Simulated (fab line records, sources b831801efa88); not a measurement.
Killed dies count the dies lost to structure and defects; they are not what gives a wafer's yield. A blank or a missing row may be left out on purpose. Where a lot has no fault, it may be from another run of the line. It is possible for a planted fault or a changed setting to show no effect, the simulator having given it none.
One fault through the eyes of 2 desks	flow sky130	each desk has only its own numbers; what lay behind them comes last

## FROM THE METROLOGY DESK
Means of the sampled wafers that have a number, per lot and without regard to the tool the lot ran on: this is what the gauges read. Marked OUT: a lot whose mean sits more than 4 standard deviations from the usual mean, which makes it out of limits; the brackets give that distance.
Columns: A = cd nm at SKY_SD_N_CD_MEAS_07, usual 377.8 nm; B = SD_N_OVL at SKY_SD_N_OVL_MEAS_08, usual -0.6 nm; C = SD_N_TW at SKY_SD_N_TW_MEAS_12, usual 3978
lot	first seen here	A	B	C
L649	day 31 04:16	378.9	-0.9	3920
L652	day 32 02:40	376.8	-2.3	3965
L653	day 32 13:49	379.2	-0.2	3966
L655	day 33 01:56	378.4	-0.9	4011
L656	day 33 04:46	372.4	-0.5	3977
L663	day 35 13:46	377.8	-1.1	3986
This desk found nothing out of limits on any of the 6 lots.

## DESK OF THE TOOL OWNER: rtp anneal-02
At SKY_SD_N_RTA_14 (time 2 s), the tool's own readings, given per lot that ran on this tool as the mean of the sampled wafers with a number. Marked OUT: a lot whose mean sits more than 4 standard deviations from the usual mean, which makes it out of limits; the brackets give that distance.
Columns: A = chamber o2 ppm at SKY_SD_N_RTA_14, usual 2.000; B = lamp power pct at SKY_SD_N_RTA_14, usual 15.74 %; C = ramp up c per s at SKY_SD_N_RTA_14, usual 150.00; D = wafer_temp_C_max at SKY_SD_N_RTA_14, usual 1078.1
lot	first seen here	A	B	C	D
L649	day 31 04:56	2.003	15.66	150.02	1078.3
L653	day 32 14:29	2.014	15.74	45.00 (-99 or more) OUT	1077.2
L655	day 33 02:35	2.009	15.75	45.01 (-99 or more) OUT	1079.3
L663	day 35 14:25	2.007	15.72	149.99	1076.9
This desk finds L653, L655 out of limits, L653 being first, at day 32 14:29 (ramp up c per s at SKY_SD_N_RTA_14). L649, L663 stayed within limits.

## BROUGHT TOGETHER
The tool owner's desk had the chance to raise an alarm at day 32 14:29 on L653, L655.
Nothing out of limits was seen by the metrology desk.
The metrology desk holds a record of L653, L655, inside its limits.
SKY_SD_N_RTA_14 was run on rtp anneal-02 by each of the lots named.

## WHAT THE SIMULATOR PUT IN
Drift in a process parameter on rtp anneal-02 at SKY_SD_N_RTA_14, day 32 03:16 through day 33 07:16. Setting ramp up c per s, moved by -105, from 150. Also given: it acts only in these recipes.
Lots struck among those shown: L653, L655.
Hours from the fault's start to each desk's first reading out of limits: the tool owner's desk, 11.
